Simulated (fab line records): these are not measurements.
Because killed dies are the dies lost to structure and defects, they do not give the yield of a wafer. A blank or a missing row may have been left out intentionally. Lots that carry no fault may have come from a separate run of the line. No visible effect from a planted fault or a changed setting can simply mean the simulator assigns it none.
Chamber matching	flow sky130	SKY_VIA1_HDPCVD_00 on hdpcvd-02 has 3 sister chambers
The step deposits SiO2, target thk 1030 nm, time 171.7 s. 3 wafers are shown with their chamber, then 7 later ones without.

WAFERS WITH THEIR CHAMBER
wafer	chamber	run length s (s)
L345.3	2	200.1
L344.4	1	199.4
L347.1	0	199.1

WAFERS WITH NO CHAMBER GIVEN
wafer	run length s (s)
L347.4	199.2
L347.5	199.8
L348.2	199.1
L348.5	199.1
L348.6	198.9
L356.4	199.5
L357.2	199.9

THE CHAMBER EACH PASSED THROUGH
wafer	from the rows above	in truth
L347.4	can't be placed: 0 or 1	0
L347.5	can't be placed: 2 or 1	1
L348.2	can't be placed: 0 or 1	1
L348.5	can't be placed: 0 or 1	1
L348.6	can't be placed: 0 or 1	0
L356.4	can't be placed: 1 or 0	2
L357.2	can't be placed: 2 or 1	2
Correctly placed: 0 of 7. Cannot be placed on the basis of these rows: 7; the candidates contain the true chamber in 6. Number placed wrongly: 0.
How it was worked out, from the rows above alone: a wafer's distance from a chamber is the root of the sum, over the readings, of the square of ((its reading less the chamber's mean) divided by the reading's scatter). The wafer belongs to the nearest chamber; if the next one is less than 2 further off, it can't be placed. The mean given for a chamber averages the wafers shown for that chamber. The scatter (one wafer shown for each chamber): square how far every hidden wafer sits from the nearest shown wafer, average those squares and take the square root.
